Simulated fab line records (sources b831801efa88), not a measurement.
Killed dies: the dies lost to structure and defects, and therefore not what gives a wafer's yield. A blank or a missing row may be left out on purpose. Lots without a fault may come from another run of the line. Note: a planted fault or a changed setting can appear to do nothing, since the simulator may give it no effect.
A lot that was struck, set against a sound lot ; flow gf180mcu ; 28 out of 602 route steps
Sound: wafers L998.2, L998.4, L998.6. Struck: wafers L105.3, L105.5, L105.6. Last of all comes the cause.
Per side, at each step with rows, come the tool, then ch with its chambers, and then its first start. Under that, the readings that differ: sound wafers ; struck wafers ; difference of the means ; sigmas: that difference in standard deviations of wafers without a fault.
alike: same words and numbers on both sides, and readings whose means sit less than 2 such deviations apart. not compared: any withheld reading, any reading some wafer has no value for, any bound like >300 that may hide the same value, and any number with overlapping values for which the record gives no deviation.
Wherever a step has rows on one side only, a row that says differs or no value, or a row with sigmas, the two part there. Numbers that don't overlap but have no deviation are shown without sigmas and don't part them. A reading that every wafer of one side lacks parts them only if that side has two wafers or more.

first, 4 steps without rows for these wafers: GF_M4_SOFTBAKE_10 (time 60 s); GF_M4_EXPOSE_11 (exposes mask Metal4, target cd 280 nm); GF_M4_PEB_12 (peb time 90 s); GF_M4_DEVELOP_13 (develop time 60 s).
GF_M4_CD_MEAS_14: target cd 280 nm.
  sound on cd_sem-01 at day 27 00:27; struck on cd_sem-01 at day 29 09:02
  alike: cd_nm
GF_M4_OVL_MEAS_15:
  sound on overlay-01 at day 27 00:33; struck on overlay-01 at day 29 09:07
  alike: M4_OVL
GF_M4_METAL_ETCH_16: etches the open film in Cl2/BCl3, stops on SiO2, target depth 627.5 nm, time 104.6 s.
  sound on rie_metal-03 ch 0, day 27 00:35; struck on rie_metal-04 ch 0,1, day 29 09:11
reading;sound;struck;difference;sigmas
drypump_motor_current_A (A);5.43 5.43 5.44;6.04 6.04 6.42;+0.73;+3
  alike: oes_product_au, throttle_valve_pct
  not compared: rf_hours_counter_h
GF_M4_STRIP_17: strips in O2/N2.
  sound on plasma_asher-04 ch 0,1, day 27 00:42; struck on plasma_asher-03 ch 0,1, day 29 09:17
  alike: drypump_motor_current_A, heater_power_w, oes_product_au, strip_time_to_endpoint_s
  not compared: rf_hours_counter_h
then, 3 steps without rows for these wafers: GF_M4_STRIP_18 (strips in post etch residue remover, time 1200 s); GF_M4_CLEAN_19 (cleans in DIW); GF_V4_CVD_00 (deposits SiO2, target thk 600 nm, time 100 s).
GF_V4_THK_MEAS_01:
  sound on film_metro-02 at day 27 01:19; struck on film_metro-02 at day 29 09:53
  alike: V4_CVD_00_THK
GF_V4_CVD_02: deposits SiO2 from TEOS, target thk 850 nm, time 94.851 s.
  sound on pecvd-02 ch 1,2, day 27 01:22; struck on pecvd-02 ch 0,1,2, day 29 09:55
  no value came back on the struck wafers for heater_power_outer_w (W), heater_power_w (W); on the sound wafers heater_power_outer_w (W) reads 390 332 292
GF_V4_CMP_04: polishes SiO2.
  sound on cmp-02 ch 0,1,3, day 27 01:31; struck on cmp-01 ch 0,2,3, day 29 10:09
reading;sound;struck;difference;sigmas
time_to_endpoint_s (s);74 78 79;- - -;no value on the struck wafers;
  alike: motor_current_A
GF_V4_BOW_MEAS_05:
  sound on film_metro-02 at day 27 01:50; struck on film_metro-02 at day 29 10:23
reading;sound;struck;difference;sigmas
V4_BOW (um);142 136 139;115 127 108;-22;-3
then, 8 steps without rows for these wafers: GF_V4_DEHYDRATE_06 (time 60 s); GF_V4_HMDS_07 (prime time 60 s); GF_V4_COAT_08; GF_V4_COAT_09 (resist thk 1000 nm); GF_V4_SOFTBAKE_10 (time 60 s); GF_V4_EXPOSE_11 (exposes mask Via4, target cd 260 nm); GF_V4_PEB_12 (peb time 90 s); GF_V4_DEVELOP_13 (develop time 60 s).
GF_V4_CD_MEAS_14: target cd 260 nm.
  sound on cd_sem-02 at day 27 22:25; struck on cd_sem-02 at day 30 04:35
  alike: cd_nm
GF_V4_OVL_MEAS_15:
  sound on overlay-01 at day 27 22:31; struck on overlay-01 at day 30 04:40
  alike: V4_OVL
GF_V4_ETCH_16: etches BARC in N2/H2.
  sound on rie_diel-02 ch 2,3, day 27 22:32; struck on rie_diel-02 ch 0,1,2, day 30 04:41
  alike: drypump_motor_current_A, oes_product_au, throttle_valve_pct
GF_V4_ETCH_17: etches SiO2 in C4F8/O2/Ar, stops on TiN, target depth 630 nm.
  sound: rie_diel-02 ch 2,3; struck: rie_diel-02 ch 0,1,2
reading;sound;struck;difference;sigmas
oes_product_au (a.u.);0.849 0.857 0.851;0.832 0.831 0.843;-0.017;-4
model.V4.feature_depth_nm (nm);632.2 632.4 632.3;603.5 597.6 605.9;-30.0;
model.etch.depth_nm (nm);632.2 632.4 632.3;603.5 597.6 605.9;-30.0;
GF_V4_STRIP_18: strips in O2/N2.
  sound on plasma_asher-02 ch 0,1, day 27 22:40; struck on plasma_asher-02 ch 0,1, day 30 04:52
  alike: drypump_motor_current_A, heater_power_w, oes_product_au
  not compared: rf_hours_counter_h

== WHERE THEY PART ==
Earliest at GF_M4_METAL_ETCH_16; latest, in this record, at GF_V4_ETCH_17. Later steps at which nothing parts them and some readings are alike: GF_V4_STRIP_18.

WHY: the cause the simulator had injected
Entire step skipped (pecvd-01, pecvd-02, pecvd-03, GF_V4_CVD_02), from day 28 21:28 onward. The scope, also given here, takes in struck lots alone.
